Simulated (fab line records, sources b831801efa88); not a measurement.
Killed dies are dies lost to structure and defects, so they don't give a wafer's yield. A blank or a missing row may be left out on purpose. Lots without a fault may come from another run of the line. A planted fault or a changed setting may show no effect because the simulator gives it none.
Which tool did it? | flow sky130 | 13 lots, 39 wafers sampled, at 6 steps of a route of 708

WHAT THE GAUGES READ, wafer by wafer
SKY_VT_ADJUST_HVTP_TW_MEAS_11.
lot  | measured     | on            | VT_ADJUST_HVTP_TW
L732 | day 6 11:50  | film_metro-01 | 1394 1389 1383
L733 | day 7 02:28  | film_metro-03 | 1374 1355 1359
L735 | day 7 05:42  | film_metro-03 | 1361 1362 1366
L736 | day 7 17:50  | film_metro-02 | 1366 1370 1362
L738 | day 8 12:28  | film_metro-02 | 1366 1375 1364
L740 | day 8 12:56  | film_metro-03 | 1361 1359 1358
L741 | day 8 15:20  | film_metro-01 | 31 31 31
L743 | day 9 07:32  | film_metro-02 | 1371 1370 1364
L749 | day 10 18:07 | film_metro-03 | 1352 1352 1354
L750 | day 10 22:41 | film_metro-01 | 1388 1384 1375
L751 | day 11 08:17 | film_metro-03 | 1365 1375 1363
L752 | day 11 13:49 | film_metro-02 | 1367 1357 1359
L754 | day 12 11:15 | film_metro-01 | 1386 1385 1397

SKY_SONOS_ONO_THK_MEAS_01.
lot  | measured     | on            | SONOS_ONO_OXIDATION_THK (nm)
L732 | day 11 20:29 | film_metro-02 | 2.61 2.69 2.71
L733 | day 12 15:28 | film_metro-02 | 2.57 2.66 2.58
L735 | day 12 19:42 | film_metro-03 | 2.59 2.59 2.61
L736 | day 13 12:04 | film_metro-03 | 2.68 2.65 2.66
L738 | day 14 13:48 | film_metro-04 | 2.62 2.56 2.62
L740 | day 14 13:48 | film_metro-02 | 2.67 2.67 2.70
L741 | day 14 16:40 | film_metro-03 | 2.62 2.56 2.64
L743 | day 15 13:19 | film_metro-04 | 2.57 2.61 2.54
L749 | day 17 07:47 | film_metro-02 | 2.63 2.55 2.61
L750 | day 17 14:41 | film_metro-02 | 2.63 2.65 2.59
L751 | day 18 04:55 | film_metro-03 | 2.60 2.57 2.60
L752 | day 18 10:00 | film_metro-02 | 2.55 2.58 2.53
L754 | day 19 12:33 | film_metro-02 | 2.63 2.61 2.65

WHICH TOOL RAN EACH LOT (tool, then ch and the chambers of the sampled wafers, then the start)
lot  | SKY_NWELL_STRIP_25                   | SKY_VT_ADJUST_HVTP_STRIP_10          | SKY_VT_ADJUST_NCORE_STRIP_10         | SKY_VT_ADJUST_HVTR_STRIP_10
L732 | plasma_asher-01 ch 0, day 5 17:15    | plasma_asher-01 ch 0,1, day 6 11:44  | plasma_asher-03 ch 0,1, day 8 22:38  | plasma_asher-01 ch 0,1, day 9 20:04
L733 | plasma_asher-04 ch 0,1, day 6 05:54  | plasma_asher-02 ch 0,1, day 7 02:22  | plasma_asher-03 ch 0,1, day 9 15:42  | plasma_asher-04 ch 0,1, day 10 13:48
L735 | plasma_asher-02 ch 0, day 6 09:43    | plasma_asher-01 ch 0,1, day 7 05:35  | plasma_asher-04 ch 1, day 9 18:32    | plasma_asher-04 ch 1, day 10 16:31
L736 | plasma_asher-01 ch 0,1, day 6 21:06  | plasma_asher-02 ch 0, day 7 17:44    | plasma_asher-04 ch 0,1, day 10 09:37 | plasma_asher-04 ch 1, day 11 08:22
L738 | plasma_asher-04 ch 0,1, day 7 16:24  | plasma_asher-01 ch 0,1, day 8 12:22  | plasma_asher-04 ch 0,1, day 11 06:36 | plasma_asher-02 ch 0,1, day 12 07:27
L740 | plasma_asher-02 ch 0,1, day 7 16:40  | plasma_asher-03 ch 0,1, day 8 12:50  | plasma_asher-04 ch 0,1, day 11 07:30 | plasma_asher-02 ch 0,1, day 12 07:53
L741 | plasma_asher-01 ch 0,1, day 7 18:43  | plasma_asher-01 ch 0,1, day 8 15:15  | plasma_asher-02 ch 0,1, day 11 09:19 | plasma_asher-01 ch 0,1, day 12 10:00
L743 | plasma_asher-04 ch 1, day 8 09:43    | plasma_asher-02 ch 0,1, day 9 07:26  | plasma_asher-02 ch 0,1, day 12 03:57 | plasma_asher-02 ch 0, day 13 04:41
L749 | plasma_asher-01 ch 0,1, day 9 18:55  | plasma_asher-03 ch 0,1, day 10 18:01 | plasma_asher-03 ch 0,1, day 13 19:09 | plasma_asher-02 ch 0,1, day 14 21:50
L750 | plasma_asher-04 ch 0,1, day 9 23:48  | plasma_asher-01 ch 0,1, day 10 22:35 | plasma_asher-03 ch 0,1, day 14 01:40 | plasma_asher-02 ch 0,1, day 15 03:30
L751 | plasma_asher-04 ch 0,1, day 10 08:36 | plasma_asher-02 ch 0,1, day 11 08:11 | plasma_asher-03 ch 0,1, day 14 12:35 | plasma_asher-04 ch 0,1, day 15 15:56
L752 | plasma_asher-04 ch 0,1, day 10 14:30 | plasma_asher-03 ch 0,1, day 11 13:43 | plasma_asher-03 ch 0,1, day 14 19:07 | plasma_asher-01 ch 0,1, day 15 21:48
L754 | plasma_asher-01 ch 0,1, day 11 10:17 | plasma_asher-01 ch 0,1, day 12 11:08 | plasma_asher-03 ch 0,1, day 15 18:07 | plasma_asher-01 ch 0,1, day 16 22:17
- SKY_NWELL_STRIP_25: strips in O2/N2.
- SKY_VT_ADJUST_HVTP_STRIP_10: strips in O2/N2.
- SKY_VT_ADJUST_NCORE_STRIP_10: strips in O2/N2.
- SKY_VT_ADJUST_HVTR_STRIP_10: strips in O2/N2.

WHAT THE TOOLS THEMSELVES READ (means of the sampled wafers that have a number; where no wafer has one, the mark that the record gives instead)
SKY_NWELL_STRIP_25.
lot  | tool            | drypump_motor_current_A (A) | oes_product_au (a.u.) | strip_time_to_endpoint_s (s)
L732 | plasma_asher-01 | 5.7                         | 0.723                 | 36.89
L733 | plasma_asher-04 | 6.1                         | 0.722                 | 36.78
L735 | plasma_asher-02 | 5.1                         | 0.723                 | 36.93
L736 | plasma_asher-01 | 5.4                         | 0.725                 | 37.06
L738 | plasma_asher-04 | 6.2                         | 0.722                 | 36.88
L740 | plasma_asher-02 | 5.3                         | 0.722                 | 36.97
L741 | plasma_asher-01 | 5.2                         | 0.961                 | -
L743 | plasma_asher-04 | 6.2                         | 0.723                 | 36.85
L749 | plasma_asher-01 | 5.5                         | 0.724                 | 36.95
L750 | plasma_asher-04 | 6.1                         | 0.719                 | 36.76
L751 | plasma_asher-04 | 6.2                         | 0.718                 | 36.84
L752 | plasma_asher-04 | 6.1                         | 0.722                 | 37.07
L754 | plasma_asher-01 | 5.2                         | 0.728                 | 36.90

SKY_VT_ADJUST_HVTP_STRIP_10.
lot  | tool            | drypump_motor_current_A (A) | oes_product_au (a.u.) | strip_time_to_endpoint_s (s)
L732 | plasma_asher-01 | 5.2                         | 0.720                 | 14.19
L733 | plasma_asher-02 | 5.2                         | 0.717                 | 14.18
L735 | plasma_asher-01 | 5.4                         | 0.718                 | 14.20
L736 | plasma_asher-02 | 5.1                         | 0.710                 | 14.14
L738 | plasma_asher-01 | 5.2                         | 0.719                 | 14.18
L740 | plasma_asher-03 | 5.7                         | 0.716                 | 14.21
L741 | plasma_asher-01 | 5.2                         | 0.716                 | 27.55
L743 | plasma_asher-02 | 5.3                         | 0.716                 | 14.21
L749 | plasma_asher-03 | 5.5                         | 0.717                 | 14.17
L750 | plasma_asher-01 | 5.4                         | 0.715                 | 14.25
L751 | plasma_asher-02 | 5.3                         | 0.716                 | 14.18
L752 | plasma_asher-03 | 5.7                         | 0.712                 | 14.25
L754 | plasma_asher-01 | 5.4                         | 0.718                 | 14.19

SKY_VT_ADJUST_NCORE_STRIP_10.
lot  | tool            | drypump_motor_current_A (A) | oes_product_au (a.u.) | strip_time_to_endpoint_s (s)
L732 | plasma_asher-03 | 5.5                         | 0.716                 | 14.26
L733 | plasma_asher-03 | 5.7                         | 0.708                 | 14.17
L735 | plasma_asher-04 | 6.1                         | 0.717                 | 14.20
L736 | plasma_asher-04 | 6.1                         | 0.716                 | 14.19
L738 | plasma_asher-04 | 6.1                         | 0.716                 | 14.18
L740 | plasma_asher-04 | 6.2                         | 0.716                 | 14.20
L741 | plasma_asher-02 | 5.3                         | 0.717                 | 14.22
L743 | plasma_asher-02 | 5.2                         | 0.718                 | 14.24
L749 | plasma_asher-03 | 5.7                         | 0.712                 | 14.20
L750 | plasma_asher-03 | 5.7                         | 0.717                 | 14.19
L751 | plasma_asher-03 | 5.7                         | 0.719                 | 14.19
L752 | plasma_asher-03 | 5.5                         | 0.714                 | 14.25
L754 | plasma_asher-03 | 5.7                         | 0.713                 | 14.25

SKY_VT_ADJUST_HVTR_STRIP_10.
lot  | tool            | drypump_motor_current_A (A) | oes_product_au (a.u.) | strip_time_to_endpoint_s (s)
L732 | plasma_asher-01 | 5.2                         | 0.714                 | 14.26
L733 | plasma_asher-04 | 6.2                         | 0.713                 | 14.25
L735 | plasma_asher-04 | 6.1                         | 0.716                 | 14.34
L736 | plasma_asher-04 | 6.1                         | 0.714                 | 14.28
L738 | plasma_asher-02 | 5.3                         | 0.718                 | 14.26
L740 | plasma_asher-02 | 5.2                         | 0.717                 | 14.30
L741 | plasma_asher-01 | 5.2                         | 0.718                 | 14.31
L743 | plasma_asher-02 | 5.1                         | 0.714                 | 14.26
L749 | plasma_asher-02 | 5.2                         | 0.715                 | 14.27
L750 | plasma_asher-02 | 5.3                         | 0.712                 | 14.28
L751 | plasma_asher-04 | 6.2                         | 0.715                 | 14.30
L752 | plasma_asher-01 | 5.2                         | 0.716                 | 14.27
L754 | plasma_asher-01 | 5.4                         | 0.716                 | 14.30

THE ANSWER, worked out from the rows above alone
Rule: what is usual is taken from the lots themselves. Put in order of their means at a reading, lots are off if they are a third of the lots or fewer, leave a main group of 4 or more, and stand apart from it by a gap of 3 or more times the standard deviation of the main group's means; of several such gaps the widest counts. A main group whose means are all the same, to the digits that the tables above print for the reading, isn't used. A lot without any number at a reading at which 4 lots or more have one is off too. The other lots that the step has rows for count as sound. The gauges are gone through in route order, then the tools' own readings, and for those a lot's mean is taken as printed above. The first step at which some lot is off is used, and at that step the reading that is off furthest; a lot without a number counts as furthest.
Off: L741, at SKY_VT_ADJUST_HVTP_TW_MEAS_11 (VT_ADJUST_HVTP_TW). The main group: mean 1369, standard deviation 11.
A tool fits if, at a process step before that reading, it ran every lot that is off, and no sound lot after the first of them. The gauges at SKY_VT_ADJUST_HVTP_TW_MEAS_11 aren't tried: what is off there is off at SKY_NWELL_STRIP_25 too, on other tools, and a gauge's error can't cause that. None of those tried fits.

WHAT THE SIMULATOR HAD PUT IN
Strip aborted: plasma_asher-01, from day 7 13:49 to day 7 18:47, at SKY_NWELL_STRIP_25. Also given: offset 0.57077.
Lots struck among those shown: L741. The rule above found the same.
